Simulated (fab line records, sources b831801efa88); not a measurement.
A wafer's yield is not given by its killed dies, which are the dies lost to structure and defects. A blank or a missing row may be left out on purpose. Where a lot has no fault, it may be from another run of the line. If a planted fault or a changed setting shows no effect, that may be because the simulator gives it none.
Struck lot and sound lot, side by side -- flow gf180mcu -- 14 steps out of a route of 602
Sound: wafers L380.2, L380.4, L380.5. Struck: wafers L390.1, L390.4, L390.6. At the end, the cause is stated.
Each step with rows lists, per side, the tool, then ch with its chambers, then its first start. Under that, the readings that differ: sound wafers -- struck wafers -- difference of the means -- sigmas: that difference in standard deviations of wafers without a fault.
alike: words and numbers the same on both sides, and readings whose means are apart by under 2 such deviations; not compared: readings that were withheld, readings missing a value for some wafer, numbers with overlapping values and no deviation given by the record, and bounds like >300 which may hide the same value.
The two part at a step that has a row with sigmas, a row that says differs or no value, or rows on one side only. When numbers do not overlap yet have no deviation, they are printed without sigmas and do not part them. A reading that every wafer of one side lacks parts them only if that side has two wafers or more.

first, 2 steps without rows for these wafers: GF_VT_IMPLANT_PEB_27; GF_VT_IMPLANT_DEVELOP_28 (develop time 60 s).
GF_VT_IMPLANT_OVL_MEAS_29:
  sound on overlay-01, day 8 13:52; struck on overlay-02, day 11 08:48
reading,sound,struck,difference,sigmas
VT_IMPLANT_02_OVL (nm),2.6 1.5 1.8,-3.0 -0.6 -0.9,-3.5,-3
then, 1 step without rows for these wafers: GF_VT_IMPLANT_IMPLANT_30.
GF_VT_IMPLANT_STRIP_31: strips in O2/N2.
  sound on plasma_asher-02 ch 1, day 8 14:03; struck on plasma_asher-04 ch 1, day 11 08:59
reading,sound,struck,difference,sigmas
strip_time_to_endpoint_s (s),12.66 12.68 12.69,12.57 12.58 12.57,-0.10,-2
  alike: chamber_pressure_mTorr, drypump_motor_current_A, heater_power_w, oes_product_au
  not compared: rf_hours_counter_h
GF_VT_IMPLANT_TW_MEAS_32:
  sound on film_metro-02, day 8 14:10; struck on film_metro-04, day 11 09:05
reading,sound,struck,difference,sigmas
VT_IMPLANT_3_TW,264.1 264.3 265.2,269.3 267.2 267.1,+3.3,+3
then, 6 steps without rows for these wafers: GF_VT_IMPLANT_DEHYDRATE_33 (time 60 s); GF_VT_IMPLANT_HMDS_34 (prime time 60 s); GF_VT_IMPLANT_COAT_35 (resist thk 1000 nm); GF_VT_IMPLANT_SOFTBAKE_36 (time 60 s); GF_VT_IMPLANT_EXPOSE_37 (exposes mask Nwell HV AREA, target cd 860 nm); GF_VT_IMPLANT_PEB_38.
GF_VT_IMPLANT_DEVELOP_39: develop time 60 s.
  struck on litho_track-04, day 12 03:57; sound on litho_track-02 ch 0, day 9 06:23
  no value came back on the struck wafers for chill_plate_temp_C (C), develop_time_s (s); on the sound wafers chill_plate_temp_C (C) reads 22.82 22.76 22.89
GF_VT_IMPLANT_OVL_MEAS_40:
  sound on overlay-01, day 9 06:31; struck on overlay-01, day 12 04:06
reading,sound,struck,difference,sigmas
VT_IMPLANT_03_OVL (nm),-0.8 -0.7 -0.4,- - -,no value on the struck wafers,

== WHERE THEY PART ==
At GF_VT_IMPLANT_OVL_MEAS_29 first; at GF_VT_IMPLANT_OVL_MEAS_40 last (within this record only).

WHY: the cause the simulator had injected
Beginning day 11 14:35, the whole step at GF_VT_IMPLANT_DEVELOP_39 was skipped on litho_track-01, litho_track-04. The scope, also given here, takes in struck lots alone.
